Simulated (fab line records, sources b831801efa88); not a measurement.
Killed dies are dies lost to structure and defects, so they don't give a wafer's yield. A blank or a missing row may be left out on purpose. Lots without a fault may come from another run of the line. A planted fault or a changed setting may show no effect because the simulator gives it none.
Chamber matching | flow sky130 | SKY_VIA1_ETCH_14 on rie_diel-01: 4 sister chambers
The step etches BARC in N2/H2, stops on SiO2, time 45.9 s, target depth 60 nm. 4 wafers are shown with their chamber, then 8 later ones without.

WAFERS WITH THEIR CHAMBER
wafer  | chamber | drypump_motor_current_A (A)
L090.3 | 2       | 6.3
L090.6 | 0       | 6.5
L092.1 | 3       | 5.4
L093.2 | 1       | 5.6

WAFERS WITHOUT THEIR CHAMBER
wafer  | drypump_motor_current_A (A)
L093.5 | 6.4
L093.6 | 5.5
L096.2 | 5.7
L096.3 | 6.2
L096.6 | 5.6
L097.1 | 6.3
L097.4 | 6.4
L097.6 | 5.6

WHICH CHAMBER EACH WENT THROUGH
wafer  | from the rows above     | in truth
L093.5 | can't be placed: 0 or 2 | 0
L093.6 | can't be placed: 1 or 3 | 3
L096.2 | 1                       | 1
L096.3 | 2                       | 2
L096.6 | 1                       | 1
L097.1 | 2                       | 2
L097.4 | can't be placed: 0 or 2 | 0
L097.6 | 1                       | 1
Placed correctly: 5 of 8. Can't be placed from these rows: 3 (the true chamber is among the candidates in 3). Placed wrongly: 0.
How it was worked out, from the rows above alone: a wafer's distance from a chamber is the root of the sum, over the readings, of the square of ((its reading less the chamber's mean) divided by the reading's scatter). The wafer belongs to the nearest chamber; if the next one is less than 2 further off, it can't be placed. A chamber's mean is the mean of its shown wafers. The scatter: with one shown wafer a chamber, the root of the mean of the squares of how far each hidden wafer lies from its nearest shown one.
